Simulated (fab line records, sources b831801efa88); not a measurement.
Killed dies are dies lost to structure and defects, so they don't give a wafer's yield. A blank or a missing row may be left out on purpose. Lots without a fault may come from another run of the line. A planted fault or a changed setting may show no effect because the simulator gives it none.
fab line records | flow gf180mcu
record lots=5 wafers=15 last_day=34
route steps=602 shown CONTACT@288 M1@315
lots that met no fault: from a run of the same line without faults
start_h: hours from the record's first day to the start of the lot's first wafer shown | wait_h: hours since the lot's step before | " the same as in the row above | L1.1+2: a row that stands for several wafers | - no value, or no start given | * or withheld: withheld | < > ~ a bound
route shown NAME@n: a module of which the file shows steps, and the number in the route of the first | usual: mean/standard deviation of fault-free wafers | same: alike in all rows | chamber/n: place in a boat | sites: the reading at each site | _std_site: their standard deviation | _edge_site: outer sites' mean less inner sites' | radius_mm: how far each site lies from the wafer's centre | mask NAME#n: copy n | behind: the tool/chamber that last shaped the wafer | hold: why the lot was held/for how many hours/how that ended | device: the transistor (n, p or np) that didn't switch | end of line: the same wafers' tests at the end of the route | a step without rows: its recipe alone | killed: dies lost to structure and defects at the first sort, not the wafer's yield | map: a wafer's dies, x killed, . not, _ none there
set.NAME: the setting as run; set.NAME@STEP: as run at that earlier step | model.NAME: the simulator's own value behind a step, which no gauge read
lots at some steps of the route; a table a step, a row a wafer
services: from which hour (start_h, from the record's first day; less than 0 if before it) a tool's chamber was out of use, for how many hours, and why
## steps
# step GF_CONTACT_THK_MEAS_01
# recipe reads=SiO2_of_CONTACT_CVD_00
# usual CONTACT_CVD_00_THK=301.2/2.3
# columns lot.wafer tool chamber start_h wait_h CONTACT_CVD_00_THK[nm]
L076.3 film_metro-02 - 354.95 0.0 301.5
L076.4 " - " " 302.9
L076.5 " - " " 304.1
L078.2 film_metro-04 - 376.68 0.0 300.1
L078.3 " - " " 299.4
L078.4 " - " " 299.7
L089.3 film_metro-04 - 471.35 0.0 299.7
L089.4 " - " " 300.6
L089.6 " - " " 301.9
L093.3 film_metro-04 - 505.47 0.0 300.0
L093.4 " - " " 301.2
L093.5 " - " " 298.9
L096.1 film_metro-02 - 527.02 0.0 297.9
L096.2 " - " " 296.6
L096.5 " - " " 298.0
# step GF_CONTACT_CVD_02
# recipe material=SiO2 target_thk_nm=860 precursor=TEOS temp_c=400 time_s=95.992 rf_w=600
# usual heater_power_w=597/84 rf_fwd_power_W=596.4/1.9
# columns lot.wafer tool chamber start_h wait_h heater_power_w rf_fwd_power_W
L076.3 pecvd-04 1 354.99 0.0 598 596.6
L076.4 " 1 " " 462 599.7
L076.5 " 0 " " 677 594.0
L078.2 pecvd-04 1 376.73 0.0 589 592.9
L078.3 " 2 " " 556 598.2
L078.4 " 1 " " 456 595.6
L089.3 pecvd-04 0 471.39 0.0 576 593.1
L089.4 " 1 " " 532 595.9
L089.6 " 0 " " 643 595.5
L093.3 pecvd-02 2 505.51 0.0 474 594.4
L093.4 " 0 " " 638 598.0
L093.5 " 1 " " 653 598.6
L096.1 pecvd-01 0 527.08 0.1 635 594.7
L096.2 " 1 " " 775 600.0
L096.5 " 0 " " 524 595.8
# step GF_CONTACT_THK_MEAS_03
# recipe reads=SiO2_of_CONTACT_CVD_02
# usual CONTACT_CVD_02_THK=858/11
# columns lot.wafer tool chamber start_h wait_h CONTACT_CVD_02_THK[nm]
L076.3 film_metro-01 - 355.08 0.1 864
L076.4 " - " " 874
L076.5 " - " " 863
L078.2 film_metro-04 - 376.81 0.0 876
L078.3 " - " " 866
L078.4 " - " " 887
L089.3 film_metro-01 - 471.48 0.1 852
L089.4 " - " " 887
L089.6 " - " " 877
L093.3 film_metro-01 - 505.60 0.1 850
L093.4 " - " " 880
L093.5 " - " " 868
L096.1 film_metro-04 - 527.15 0.0 861
L096.2 " - " " 857
L096.5 " - " " 870
# step GF_CONTACT_CMP_04
# recipe material=SiO2 down_force_psi=4 platen_rpm=60 pad_velocity_m_s=0.94248
# usual motor_current_A=12.2/1.2 time_to_endpoint_s=112/5.2
# columns lot.wafer tool chamber start_h wait_h motor_current_A time_to_endpoint_s
L076.4 cmp-02 1 355.12 0.0 12.1 124
L076.3 " 2 " " 11.6 118
L076.5 " 1 " " 12.7 117
L078.3 cmp-02 3 376.86 0.0 10.6 115
L078.2 " 0 " " 13.0 119
L078.4 " 2 " " 11.4 129
L089.4 cmp-02 3 471.52 0.0 10.4 121
L089.3 " 1 " " 13.1 111
L089.6 " 0 " " 12.4 120
L093.3 cmp-02 0 505.69 0.1 12.9 104
L093.4 " 1 " " 12.8 119
L093.5 " 3 " " 10.9 113
L096.2 cmp-02 0 527.26 0.1 12.8 112
L096.1 " 2 " " 12.4 119
L096.5 " 3 " " 11.2 116
# step GF_CONTACT_BOW_MEAS_05
# recipe mode=bow
# usual CONTACT_BOW=66/6.8
# columns lot.wafer tool chamber start_h wait_h CONTACT_BOW[um]
L076.3 film_metro-01 - 355.46 0.2 68
L076.4 " - " " 56
L076.5 " - " " 58
L078.2 film_metro-02 - 377.18 0.2 74
L078.3 " - " " 61
L078.4 " - " " 65
L089.3 film_metro-02 - 471.86 0.2 52
L089.4 " - " " 55
L089.6 " - " " 64
L093.3 film_metro-02 - 505.98 0.2 82
L093.4 " - " " 61
L093.5 " - " " 72
L096.1 film_metro-02 - 527.51 0.1 60
L096.2 " - " " 62
L096.5 " - " " 74
# step GF_CONTACT_DEHYDRATE_06
# recipe temp_c=200 time_s=60
# usual chill_plate_temp_C=22.98/0.13
# columns lot.wafer tool chamber start_h wait_h chill_plate_temp_C
L076.3 litho_track-03 0 366.27 10.8 23.03
L076.4 " 0 " " 23.07
L076.5 " 0 " " 22.86
L078.2 litho_track-03 0 388.30 11.1 22.77
L078.3 " 0 " " 22.66
L078.4 " 0 " " 22.76
L089.3 litho_track-01 0 483.29 11.4 23.10
L089.4 " 0 " " 22.99
L089.6 " 0 " " 22.99
L093.3 litho_track-03 0 516.67 10.7 22.94
L093.4 " 0 " " 22.91
L093.5 " 0 " " 22.89
L096.1 litho_track-01 0 537.99 10.5 22.92
L096.2 " 0 " " 22.92
L096.5 " 0 " " 22.85
# step GF_CONTACT_HMDS_07
# recipe prime_time_s=60 prime_temp_c=120
# usual chill_plate_temp_C=22.99/0.091
# columns lot.wafer tool chamber start_h wait_h chill_plate_temp_C
L076.3 litho_track-03 0 366.42 0.1 22.99
L076.4 " 0 " " 22.90
L076.5 " 0 " " 23.03
L078.2 litho_track-03 0 388.45 0.1 23.04
L078.3 " 0 " " 22.90
L078.4 " 0 " " 22.86
L089.3 litho_track-01 0 483.44 0.1 22.95
L089.4 " 0 " " 23.00
L089.6 " 0 " " 22.85
L093.3 litho_track-03 0 516.82 0.1 22.93
L093.4 " 0 " " 23.01
L093.5 " 0 " " 22.98
L096.1 litho_track-01 0 538.14 0.1 22.91
L096.2 " 0 " " 23.14
L096.5 " 0 " " 23.03
# step GF_CONTACT_COAT_08
# recipe resist=BARC temp_c=withheld time_s=withheld spin_rpm=withheld resist_thk_nm=withheld
# usual chill_plate_temp_C=*
# columns lot.wafer tool chamber start_h wait_h chill_plate_temp_C
L076.3 litho_track-03 0 366.57 0.1 *
L076.4 " 0 " " *
L076.5 " 0 " " *
L078.2 litho_track-03 0 388.60 0.1 *
L078.3 " 0 " " *
L078.4 " 0 " " *
L089.3 litho_track-01 0 483.59 0.1 *
L089.4 " 0 " " *
L089.6 " 0 " " *
L093.3 litho_track-03 0 516.97 0.1 *
L093.4 " 0 " " *
L093.5 " 0 " " *
L096.1 litho_track-01 0 538.29 0.1 *
L096.2 " 0 " " *
L096.5 " 0 " " *
# step GF_CONTACT_COAT_09
# recipe resist=KrF spin_rpm=withheld resist_thk_nm=1000
# usual chill_plate_temp_C=22.99/0.11
# columns lot.wafer tool chamber start_h wait_h chill_plate_temp_C
L076.3 litho_track-03 0 - - 22.98
L076.4 " 0 " " 23.04
L076.5 " 0 " " 23.01
L078.2 litho_track-03 0 - - 23.15
L078.3 " 0 " " 22.94
L078.4 " 0 " " 23.03
L089.3 litho_track-01 0 - - 22.86
L089.4 " 0 " " 23.00
L089.6 " 0 " " 22.94
L093.3 litho_track-03 0 - - 23.02
L093.4 " 0 " " 23.12
L093.5 " 0 " " 23.28
L096.1 litho_track-01 0 - - 23.22
L096.2 " 0 " " 23.16
L096.5 " 0 " " 23.01
# step GF_CONTACT_SOFTBAKE_10
# recipe temp_c=130 time_s=60 resist=KrF
# usual chill_plate_temp_C=22.99/0.11
# columns lot.wafer tool chamber start_h wait_h chill_plate_temp_C
L076.3 litho_track-03 0 - - 22.85
L076.4 " 0 " " 22.93
L076.5 " 0 " " 22.99
L078.2 litho_track-03 0 - - 23.06
L078.3 " 0 " " 23.07
L078.4 " 0 " " 23.05
L089.3 litho_track-01 0 - - 22.93
L089.4 " 0 " " 23.09
L089.6 " 0 " " 22.94
L093.3 litho_track-03 0 - - 22.96
L093.4 " 0 " " 22.92
L093.5 " 0 " " 22.97
L096.1 litho_track-01 0 - - 23.25
L096.2 " 0 " " 23.15
L096.5 " 0 " " 23.05
# step GF_CONTACT_EXPOSE_11
# recipe mask_id=Contact target_cd_nm=220 na=0.68 source_shape=conventional sigma_outer=0.6 dose_mj=38
# columns lot.wafer tool chamber start_h wait_h mask
L076.3+4+5 krf_scanner-01 0 - - Contact#0
L078.2+3+4 krf_scanner-02 0 - - Contact#0
L089.3+4+6 krf_scanner-01 0 - - Contact#0
L093.3+4+5 krf_scanner-01 0 - - Contact#0
L096.1+2+5 krf_scanner-02 0 - - Contact#0
# step GF_CONTACT_PEB_12
# recipe peb_temp_c=135 peb_time_s=90 resist=KrF
# usual chill_plate_temp_C=22.97/0.1
# columns lot.wafer tool chamber start_h wait_h chill_plate_temp_C
L076.3 litho_track-04 0 - - 23.00
L076.4 " 0 " " 23.05
L076.5 " 0 " " 22.92
L078.2 litho_track-04 0 - - 23.10
L078.3 " 0 " " 22.98
L078.4 " 0 " " 23.23
L089.3 litho_track-01 0 - - 23.08
L089.4 " 0 " " 22.99
L089.6 " 0 " " 23.11
L093.3 litho_track-01 0 - - 23.04
L093.4 " 0 " " 23.07
L093.5 " 0 " " 23.07
L096.1 litho_track-01 0 - - 23.01
L096.2 " 0 " " 22.81
L096.5 " 0 " " 22.98
# step GF_CONTACT_DEVELOP_13
# recipe develop_time_s=60 resist=KrF dev_temp_c=21
# usual chill_plate_temp_C=23.02/0.088
# columns lot.wafer tool chamber start_h wait_h chill_plate_temp_C
L076.3 litho_track-04 0 377.76 0.1 23.18
L076.4 " 0 " " 23.13
L076.5 " 0 " " 23.08
L078.2 litho_track-04 0 400.33 0.2 23.05
L078.3 " 0 " " 23.10
L078.4 " 0 " " 23.07
L089.3 litho_track-01 0 495.54 0.1 22.95
L089.4 " 0 " " 22.90
L089.6 " 0 " " 22.88
L093.3 litho_track-01 0 528.64 0.1 23.10
L093.4 " 0 " " 23.08
L093.5 " 0 " " 22.99
L096.1 litho_track-01 0 550.14 0.2 23.08
L096.2 " 0 " " 23.20
L096.5 " 0 " " 22.98
# step GF_CONTACT_CD_MEAS_14
# recipe target_cd_nm=220
# usual cd_nm=220.3/1.3
# columns lot.wafer tool chamber start_h wait_h cd_nm
L076.3 cd_sem-01 - 377.90 0.1 220.0
L076.4 " - " " 218.7
L076.5 " - " " 218.8
L078.2 cd_sem-02 - 400.48 0.1 218.3
L078.3 " - " " 218.1
L078.4 " - " " 217.9
L089.3 cd_sem-02 - 495.68 0.1 221.5
L089.4 " - " " 220.5
L089.6 " - " " 221.5
L093.3 cd_sem-02 - 528.78 0.1 221.9
L093.4 " - " " 221.8
L093.5 " - " " 221.2
L096.1 cd_sem-02 - 550.29 0.1 219.5
L096.2 " - " " 219.0
L096.5 " - " " 218.1
# step GF_CONTACT_OVL_MEAS_15
# usual CONTACT_OVL=-1/5.7
# columns lot.wafer tool chamber start_h wait_h CONTACT_OVL[nm]
L076.3 overlay-02 - 377.99 0.1 3
L076.4 " - " " 1
L076.5 " - " " 5
L078.2 overlay-01 - 400.58 0.1 -5
L078.3 " - " " -8
L078.4 " - " " 0
L089.3 overlay-01 - 495.77 0.1 8
L089.4 " - " " 4
L089.6 " - " " 2
L093.3 overlay-02 - 528.87 0.1 3
L093.4 " - " " -2
L093.5 " - " " -2
L096.1 overlay-01 - 550.41 0.1 2
L096.2 " - " " 3
L096.5 " - " " -6
# step GF_CONTACT_ETCH_16
# recipe chemistry=N2/H2 target_depth_a=withheld overetch_a=withheld time_s=withheld target=BARC ion_energy_ev=200 source_w=500 bias_w=100 pressure_mtorr=30 n2_flow_sccm=100 h2_flow_sccm=200
# usual drypump_motor_current_A=6.0/0.46 n2_flow_sccm=100.00/0.29 oes_product_au=0.854/0.0045 rf_fwd_power_W=495.3/2 throttle_valve_pct=13.223/0.0096
# columns lot.wafer tool chamber start_h wait_h drypump_motor_current_A n2_flow_sccm oes_product_au rf_fwd_power_W throttle_valve_pct
L076.3 rie_diel-02 2 378.01 0.0 6.1 99.93 0.858 492.7 13.227
L076.4 " 0 " " 5.7 99.96 0.852 492.7 13.212
L076.5 " 0 " " 5.7 100.35 0.858 493.0 13.235
L078.2 rie_diel-04 1 400.61 0.0 5.8 100.14 0.851 496.6 13.214
L078.3 " 0 " " 6.4 99.65 0.853 494.4 13.231
L078.4 " 2 " " 6.8 99.79 0.856 495.3 13.206
L089.3 rie_diel-04 1 495.79 0.0 5.8 100.09 0.856 495.0 13.214
L089.4 " 2 " " 6.7 100.23 0.845 496.9 13.227
L089.6 " 1 " " 5.8 99.84 0.849 495.6 13.216
L093.3 rie_diel-02 1 528.89 0.0 5.9 99.99 0.845 494.8 13.204
L093.4 " 3 " " 5.7 100.19 0.859 498.6 13.225
L093.5 " 3 " " 5.7 100.36 0.846 499.2 13.241
L096.1 rie_diel-01 2 550.44 0.0 6.8 100.30 0.855 492.8 13.238
L096.2 " 0 " " 5.5 99.98 0.855 493.6 13.228
L096.5 " 3 " " 6.4 99.76 0.848 497.0 13.222
# step GF_CONTACT_ETCH_17
# recipe chemistry=C4F8/O2/Ar mask_material=KrF target=SiO2 stop_on=CoSi2 source_w=1500 bias_w=1200 pressure_mtorr=40 c4f8_flow_sccm=withheld O2_flow_sccm=6 Ar_flow_sccm=300 time_s=withheld target_depth_a=8600
# usual oes_product_au=0.815/0.005 rf_fwd_power_W=1495/4.6
# columns lot.wafer tool chamber start_h wait_h oes_product_au rf_fwd_power_W
L076.3 rie_diel-02 2 - - 0.814 1502
L076.4 " 0 " " 0.815 1504
L076.5 " 0 " " 0.816 1498
L078.2 rie_diel-04 1 - - 0.813 1491
L078.3 " 0 " " 0.815 1503
L078.4 " 2 " " 0.815 1495
L089.3 rie_diel-04 1 - - 0.806 1490
L089.4 " 2 " " 0.812 1489
L089.6 " 1 " " 0.828 1494
L093.3 rie_diel-02 1 - - 0.823 1489
L093.4 " 3 " " 0.809 1491
L093.5 " 3 " " 0.819 1493
L096.1 rie_diel-01 2 - - 0.810 1490
L096.2 " 0 " " 0.812 1499
L096.5 " 3 " " 0.813 1502
# step GF_CONTACT_STRIP_18
# recipe chemistry=O2/N2 power_w=1400 pressure_mtorr=1500 platen_temp_c=250 o2_flow_sccm=3000 n2_flow_sccm=300 overash_fraction=0.5
# usual drypump_motor_current_A=5.72/0.3 heater_power_w=349/31 n2_flow_sccm=300.0/0.82 oes_product_au=0.579/0.0049
# columns lot.wafer tool chamber start_h wait_h drypump_motor_current_A heater_power_w n2_flow_sccm oes_product_au rf_hours_counter_h
L076.3 plasma_asher-02 0 378.21 - 6.04 336 299.8 0.585 -
L076.4 " 1 " " 5.56 359 300.7 0.579 -
L076.5 " 1 " " 5.56 370 302.1 0.573 -
L078.2 plasma_asher-01 0 400.78 - 5.37 346 300.8 0.579 60
L078.3 " 1 " " 5.37 311 299.3 0.578 -
L078.4 " 0 " " 5.36 363 300.3 0.582 -
L089.3 plasma_asher-02 1 495.99 - 5.56 412 300.4 0.578 -
L089.4 " 0 " " 6.06 326 302.3 0.578 -
L089.6 " 1 " " 5.57 413 299.3 0.582 -
L093.3 plasma_asher-04 0 529.09 - 5.96 332 299.8 0.577 -
L093.4 " 1 " " 6.04 319 299.9 0.574 -
L093.5 " 1 " " 6.07 331 300.1 0.569 -
L096.1 plasma_asher-04 0 550.61 - 5.99 343 299.7 0.584 90
L096.2 " 1 " " 6.05 336 300.9 0.581 90
L096.5 " 0 " " 5.96 348 299.8 0.580 -
# step GF_CONTACT_CLEAN_19
# recipe chemistry=SPM
# columns lot.wafer tool chamber start_h wait_h
L076.3+4+5 wet_bench-04 1 378.28 0.0
L078.2+3+4 wet_bench-02 0 400.88 0.1
L089.3+4+6 wet_bench-04 1 496.06 0.0
L093.3+4+5 wet_bench-04 2 529.16 0.0
L096.1+2+5 wet_bench-02 0 550.71 0.1
# step GF_CONTACT_CLEAN_20
# recipe chemistry=DIW
# columns lot.wafer tool chamber start_h wait_h
L076.3+4+5 wet_bench-02 2 378.37 0.0
L078.2+3+4 wet_bench-04 3 400.97 0.0
L089.3+4+6 wet_bench-02 0 496.15 0.0
L093.3+4+5 wet_bench-02 2 529.25 0.0
L096.1+2+5 wet_bench-04 1 550.80 0.0
# step GF_CONTACT_CLEAN_21
# recipe chemistry=dHF time_s=20 dilution=100:1 dry=ipa_marangoni
# columns lot.wafer tool chamber start_h wait_h
L076.3+4+5 wet_bench-04 1 378.46 0.0
L078.2+3+4 wet_bench-01 2 401.06 0.0
L089.3+4+6 wet_bench-04 1 496.26 0.0
L093.3+4+5 wet_bench-04 3 529.35 0.0
L096.1+2+5 wet_bench-02 1 550.90 0.0
# step GF_CONTACT_SPUTTER_22
# recipe material=Ti target_thk_nm=15 chamber_pressure_pa=5 power_w=2500 substrate_temp_c=200 time_s=80.02
# usual throttle_valve_pct=30.5/0.87
# columns lot.wafer tool chamber start_h wait_h throttle_valve_pct
L076.3 pvd_sputter-03 - 378.47 0.0 31.5
L076.4 " - " " 31.3
L076.5 " - " " 31.6
L078.2 pvd_sputter-03 - 401.07 0.0 31.4
L078.3 " - " " 29.8
L078.4 " - " " 31.6
L089.3 pvd_sputter-03 - 496.27 0.0 31.4
L089.4 " - " " 29.6
L089.6 " - " " 29.9
L093.3 pvd_sputter-04 - 529.36 0.0 30.6
L093.4 " - " " 28.8
L093.5 " - " " 30.6
L096.1 pvd_sputter-04 - 550.91 0.0 30.6
L096.2 " - " " 28.7
L096.5 " - " " 30.8
# step GF_CONTACT_SPUTTER_23
# recipe material=TiN target_thk_nm=10 chamber_pressure_pa=5 power_w=4000 time_s=40
# usual throttle_valve_pct=30.5/0.87
# columns lot.wafer tool chamber start_h wait_h throttle_valve_pct
L076.3 pvd_sputter-03 - 378.53 0.0 31.7
L076.4 " - " " 31.3
L076.5 " - " " 31.4
L078.2 pvd_sputter-03 - 401.13 0.0 31.6
L078.3 " - " " 30.1
L078.4 " - " " 31.9
L089.3 pvd_sputter-03 - 496.33 0.0 31.4
L089.4 " - " " 30.2
L089.6 " - " " 29.7
L093.3 pvd_sputter-04 - 529.42 0.0 30.2
L093.4 " - " " 28.4
L093.5 " - " " 30.3
L096.1 pvd_sputter-04 - 550.97 0.0 31.2
L096.2 " - " " 28.7
L096.5 " - " " 30.7
# step GF_CONTACT_CVD_24
# recipe material=W target_thk_nm=300 time_s=90.339 temp_c=400 pressure_torr=40
# usual heater_power_w=903/76
# columns lot.wafer tool chamber start_h wait_h heater_power_w
L076.3 cvd_w-01 1 378.61 0.1 962
L076.4 " 0 " " 909
L076.5 " 1 " " 989
L078.2 cvd_w-01 0 401.17 0.0 928
L078.3 " 1 " " 1026
L078.4 " 0 " " 914
L089.3 cvd_w-01 0 496.41 0.1 928
L089.4 " 1 " " 1013
L089.6 " 0 " " 934
L093.3 cvd_w-02 1 529.50 0.1 810
L093.4 " 0 " " 889
L093.5 " 1 " " 812
L096.1 cvd_w-02 1 551.01 0.0 803
L096.2 " 1 " " 817
L096.5 " 1 " " 802
# step GF_CONTACT_RS_MEAS_25
# recipe thk_meas_gauge=four-point-probe reads=W_of_CONTACT_CVD_24+TiN_of_CONTACT_SPUTTER_23+Ti_of_CONTACT_SPUTTER_22
# usual CONTACT_W_RS=0.383/0.0032
# columns lot.wafer tool chamber start_h wait_h CONTACT_W_RS[ohm/sq]
L076.3 film_metro-04 - 378.71 0.1 0.382
L076.4 " - " " 0.381
L076.5 " - " " 0.385
L078.2 film_metro-01 - 401.29 0.1 0.379
L078.3 " - " " 0.382
L078.4 " - " " 0.380
L089.3 film_metro-01 - 496.51 0.1 0.384
L089.4 " - " " 0.384
L089.6 " - " " 0.386
L093.3 film_metro-01 - 529.60 0.1 0.383
L093.4 " - " " 0.378
L093.5 " - " " 0.385
L096.1 film_metro-02 - 551.21 0.2 0.382
L096.2 " - " " 0.382
L096.5 " - " " 0.386
# step GF_CONTACT_THK_MEAS_26
# recipe thk_meas_gauge=xrf reads=W_of_CONTACT_CVD_24
# usual CONTACT_W_THK=302.9/2.8
# columns lot.wafer tool chamber start_h wait_h CONTACT_W_THK[nm]
L076.3 film_metro-04 - 378.81 0.1 306.7
L076.4 " - " " 307.0
L076.5 " - " " 305.1
L078.2 film_metro-01 - 401.40 0.1 306.4
L078.3 " - " " 303.1
L078.4 " - " " 303.5
L089.3 film_metro-01 - 496.61 0.1 300.8
L089.4 " - " " 300.0
L089.6 " - " " 298.1
L093.3 film_metro-01 - 529.70 0.1 301.7
L093.4 " - " " 304.9
L093.5 " - " " 299.3
L096.1 film_metro-02 - 551.33 0.1 300.3
L096.2 " - " " 300.9
L096.5 " - " " 296.3
# step GF_CONTACT_CMP_27
# recipe stop_on=SiO2 down_force_psi=3.5 platen_rpm=60 t_overpolish_s=15.79 target_thk_nm=0 pad_velocity_m_s=0.94248
# usual motor_current_A=11.2/1.2 overpolish_run_s=15.791/0.01 time_to_endpoint_s=73.0/2.6
# columns lot.wafer tool chamber start_h wait_h motor_current_A overpolish_run_s time_to_endpoint_s
L076.4 cmp-02 2 378.90 0.1 10.4 15.793 76.0
L076.3 " 0 " " 12.0 15.789 69.6
L076.5 " 1 " " 11.4 15.801 72.4
L078.4 cmp-01 1 401.45 0.0 9.3 15.778 73.9
L078.3 " 2 " " 12.2 15.808 74.6
L078.2 " 3 " " 11.7 15.800 73.6
L089.4 cmp-02 1 496.65 0.0 11.5 15.784 76.3
L089.3 " 3 " " 9.8 15.805 71.3
L089.6 " 1 " " 11.5 15.782 75.8
L093.3 cmp-01 0 529.74 0.0 11.4 15.804 74.7
L093.4 " 3 " " 11.7 15.797 75.1
L093.5 " 1 " " 9.4 15.791 74.2
L096.1 cmp-02 0 551.49 0.1 11.8 15.782 66.5
L096.2 " 1 " " 11.6 15.770 68.7
L096.5 " 2 " " 9.8 15.761 67.4
# step GF_M1_SPUTTER_00
# recipe material=Ti target_thk_nm=37.5 arriving_ion_energy_ev=80 substrate_temp_c=200 chamber_pressure_pa=2 power_w=4000 time_s=150
# usual throttle_valve_pct=30.1/0.71
# columns lot.wafer tool chamber start_h wait_h throttle_valve_pct
L076.3 pvd_sputter-02 - 379.15 0.1 29.9
L076.4 " - " " 30.2
L076.5 " - " " 29.3
L078.2 pvd_sputter-02 - 401.75 0.1 30.3
L078.3 " - " " 29.4
L078.4 " - " " 30.2
L089.3 pvd_sputter-02 - 496.95 0.1 29.5
L089.4 " - " " 30.3
L089.6 " - " " 30.5
L093.3 pvd_sputter-02 - 530.04 0.2 30.0
L093.4 " - " " 30.5
L093.5 " - " " 29.9
L096.1 pvd_sputter-02 - 551.69 0.1 30.2
L096.2 " - " " 29.9
L096.5 " - " " 29.4
# step GF_M1_SPUTTER_01
# recipe material=TiN target_thk_nm=30 power_w=6500 time_s=25 chamber_pressure_pa=0.4
# usual throttle_valve_pct=30.1/0.71
# columns lot.wafer tool chamber start_h wait_h throttle_valve_pct
L076.3 pvd_sputter-02 - 379.25 0.1 29.7
L076.4 " - " " 30.8
L076.5 " - " " 29.3
L078.2 pvd_sputter-02 - 401.85 0.1 30.5
L078.3 " - " " 29.2
L078.4 " - " " 30.1
L089.3 pvd_sputter-02 - 497.05 0.1 29.4
L089.4 " - " " 30.1
L089.6 " - " " 30.6
L093.3 pvd_sputter-02 - 530.14 0.1 29.7
L093.4 " - " " 30.4
L093.5 " - " " 29.8
L096.1 pvd_sputter-02 - 551.79 0.1 30.1
L096.2 " - " " 29.8
L096.5 " - " " 29.5
# step GF_M1_SPUTTER_02
# recipe material=AlCu target_thk_nm=450 power_w=10600 time_s=23.9 chamber_pressure_pa=0.4103
# usual throttle_valve_pct=30.1/0.7
# columns lot.wafer tool chamber start_h wait_h throttle_valve_pct
L076.3 pvd_sputter-02 - 379.28 0.0 29.8
L076.4 " - " " 30.7
L076.5 " - " " 29.3
L078.2 pvd_sputter-02 - 401.88 0.0 30.6
L078.3 " - " " 29.4
L078.4 " - " " 29.9
L089.3 pvd_sputter-02 - 497.08 0.0 29.1
L089.4 " - " " 30.1
L089.6 " - " " 30.8
L093.3 pvd_sputter-02 - 530.17 0.0 30.1
L093.4 " - " " 30.8
L093.5 " - " " 30.1
L096.1 pvd_sputter-02 - 551.82 0.0 30.3
L096.2 " - " " 30.1
L096.5 " - " " 29.3
# step GF_M1_SPUTTER_03
# recipe material=Ti target_thk_nm=10 substrate_temp_c=300 chamber_pressure_pa=0.3 power_w=3000 time_s=6.7
# usual throttle_valve_pct=30.1/0.69
# columns lot.wafer tool chamber start_h wait_h throttle_valve_pct
L076.3 pvd_sputter-02 - 379.31 0.0 29.8
L076.4 " - " " 30.4
L076.5 " - " " 29.4
L078.2 pvd_sputter-02 - 401.91 0.0 30.6
L078.3 " - " " 29.5
L078.4 " - " " 30.3
L089.3 pvd_sputter-02 - 497.11 0.0 29.2
L089.4 " - " " 30.5
L089.6 " - " " 30.3
L093.3 pvd_sputter-02 - 530.20 0.0 29.9
L093.4 " - " " 30.7
L093.5 " - " " 29.8
L096.1 pvd_sputter-02 - 551.85 0.0 30.4
L096.2 " - " " 30.0
L096.5 " - " " 29.4
# step GF_M1_SPUTTER_04
# recipe material=TiN target_thk_nm=50 power_w=6500 time_s=41.7 chamber_pressure_pa=0.4
# usual throttle_valve_pct=30.1/0.72
# columns lot.wafer tool chamber start_h wait_h throttle_valve_pct
L076.3 pvd_sputter-02 - 379.33 0.0 29.9
L076.4 " - " " 30.5
L076.5 " - " " 29.6
L078.2 pvd_sputter-02 - 401.93 0.0 30.5
L078.3 " - " " 29.4
L078.4 " - " " 30.2
L089.3 pvd_sputter-02 - 497.13 0.0 29.7
L089.4 " - " " 30.1
L089.6 " - " " 30.6
L093.3 pvd_sputter-02 - 530.22 0.0 30.0
L093.4 " - " " 30.6
L093.5 " - " " 29.8
L096.1 pvd_sputter-02 - 551.87 0.0 30.4
L096.2 " - " " 30.2
L096.5 " - " " 29.3
# step GF_M1_RS_MEAS_05
# recipe thk_meas_gauge=four-point-probe reads=TiN_of_M1_SPUTTER_04+Ti_of_M1_SPUTTER_03+AlCu_of_M1_SPUTTER_02+TiN_of_M1_SPUTTER_01+Ti_of_M1_SPUTTER_00
# usual M1_ALCU_RS=0.0697/0.00068
# columns lot.wafer tool chamber start_h wait_h M1_ALCU_RS[ohm/sq]
L076.3 film_metro-03 - 379.41 0.1 0.0697
L076.4 " - " " 0.0696
L076.5 " - " " 0.0693
L078.2 film_metro-03 - 401.99 0.0 0.0686
L078.3 " - " " 0.0695
L078.4 " - " " 0.0695
L089.3 film_metro-03 - 497.21 0.1 0.0701
L089.4 " - " " 0.0699
L089.6 " - " " 0.0700
L093.3 film_metro-03 - 530.30 0.1 0.0703
L093.4 " - " " 0.0695
L093.5 " - " " 0.0695
L096.1 film_metro-03 - 551.91 0.0 0.0689
L096.2 " - " " 0.0692
L096.5 " - " " 0.0692
# step GF_M1_THK_MEAS_06
# recipe thk_meas_gauge=xrf reads=AlCu_of_M1_SPUTTER_02
# usual M1_ALCU_THK=440/5.1
# columns lot.wafer tool chamber start_h wait_h M1_ALCU_THK[nm]
L076.3 film_metro-03 - 379.51 0.1 436
L076.4 " - " " 435
L076.5 " - " " 436
L078.2 film_metro-03 - 402.10 0.1 444
L078.3 " - " " 438
L078.4 " - " " 437
L089.3 film_metro-03 - 497.31 0.1 436
L089.4 " - " " 438
L089.6 " - " " 439
L093.3 film_metro-03 - 530.40 0.1 434
L093.4 " - " " 443
L093.5 " - " " 438
L096.1 film_metro-03 - 552.03 0.1 444
L096.2 " - " " 442
L096.5 " - " " 442
# step GF_M1_DEHYDRATE_07
# recipe temp_c=200 time_s=60
# usual chill_plate_temp_C=23.02/0.1
# columns lot.wafer tool chamber start_h wait_h chill_plate_temp_C
L076.3 litho_track-04 0 391.16 11.6 23.06
L076.4 " 0 " " 22.94
L076.5 " 0 " " 22.79
L078.2 litho_track-04 0 413.13 11.0 23.00
L078.3 " 0 " " 23.00
L078.4 " 0 " " 22.95
L089.3 litho_track-04 0 507.96 10.6 23.18
L089.4 " 0 " " 23.07
L089.6 " 0 " " 22.96
L093.3 litho_track-02 0 541.48 11.1 22.99
L093.4 " 0 " " 23.21
L093.5 " 0 " " 23.17
L096.1 litho_track-03 0 562.22 10.2 22.86
L096.2 " 0 " " 22.87
L096.5 " 0 " " 22.92
## services
# columns tool chamber start_h hours kind
pvd_sputter-03 - 331.87 1.4 repair
rie_diel-04 0 334.75 11.6 repair
rie_diel-02 2 347.47 9.3 repair
rie_diel-02 3 382.94 6.7 repair
rie_diel-02 0 383.43 3.0 repair
cmp-02 - 404.00 4.0 pm
pvd_sputter-02 - 405.04 34.5 repair
wet_bench-02 - 414.21 0.5 repair
pecvd-04 2 421.16 20.1 repair
cmp-02 - 425.14 0.9 repair
krf_scanner-01 - 426.93 4.3 repair
cmp-02 - 434.27 5.2 pm
krf_scanner-01 - 447.40 1.5 repair
krf_scanner-01 - 452.56 1.0 pm
rie_diel-02 - 455.52 2.7 repair
rie_diel-04 - 464.91 2.8 pm
pvd_sputter-02 - 475.18 1.4 repair
rie_diel-04 3 479.75 3.1 repair
cmp-02 - 487.46 3.1 repair
cmp-02 - 491.23 5.2 pm
rie_diel-04 2 498.05 5.7 repair
pvd_sputter-04 - 498.87 3.5 repair
rie_diel-02 1 506.80 2.4 repair
cmp-02 - 522.20 1.8 repair
## key
fault none
